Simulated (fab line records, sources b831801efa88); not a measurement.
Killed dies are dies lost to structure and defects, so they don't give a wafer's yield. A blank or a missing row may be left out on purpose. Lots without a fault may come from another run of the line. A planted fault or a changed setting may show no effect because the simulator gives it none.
Which tool did it? | flow sfq_line | 8 lots, 24 wafers sampled, at 1 step of a route of 325

WHAT THE GAUGES READ, wafer by wafer
SFQ_L0_THK_MEAS_902: measures by xrf.
lot  | measured    | on            | L0_MONX_KI_THK (nm)
L427 | day 1 17:41 | film_metro-04 | 41.1 40.8 40.0
L429 | day 2 03:41 | film_metro-01 | 39.7 39.3 39.7
L432 | day 2 18:41 | film_metro-01 | 40.3 40.1 40.6
L435 | day 3 09:41 | film_metro-04 | 40.8 40.4 40.8
L437 | day 3 19:41 | film_metro-01 | 40.8 41.1 40.8
L442 | day 4 20:41 | film_metro-01 | 41.0 40.0 40.1
L444 | day 5 06:41 | film_metro-02 | 39.4 39.9 39.9
L449 | day 6 07:41 | film_metro-04 | 40.2 40.1 40.2

WHICH TOOL RAN EACH LOT (tool, then ch and the chambers of the sampled wafers, then the start)
The record holds no process step before these readings.

THE ANSWER, worked out from the rows above alone
Rule: what is usual is taken from the lots themselves. Put in order of their means at a reading, lots are off if they are a third of the lots or fewer, leave a main group of 4 or more, and stand apart from it by a gap of 3 or more times the standard deviation of the main group's means; of several such gaps the widest counts. A main group whose means are all the same, to the digits that the tables above print for the reading, isn't used. A lot without any number at a reading at which 4 lots or more have one is off too. The other lots that the step has rows for count as sound.
No lot is off at any reading shown: from this, nothing can be told.

WHAT THE SIMULATOR HAD PUT IN
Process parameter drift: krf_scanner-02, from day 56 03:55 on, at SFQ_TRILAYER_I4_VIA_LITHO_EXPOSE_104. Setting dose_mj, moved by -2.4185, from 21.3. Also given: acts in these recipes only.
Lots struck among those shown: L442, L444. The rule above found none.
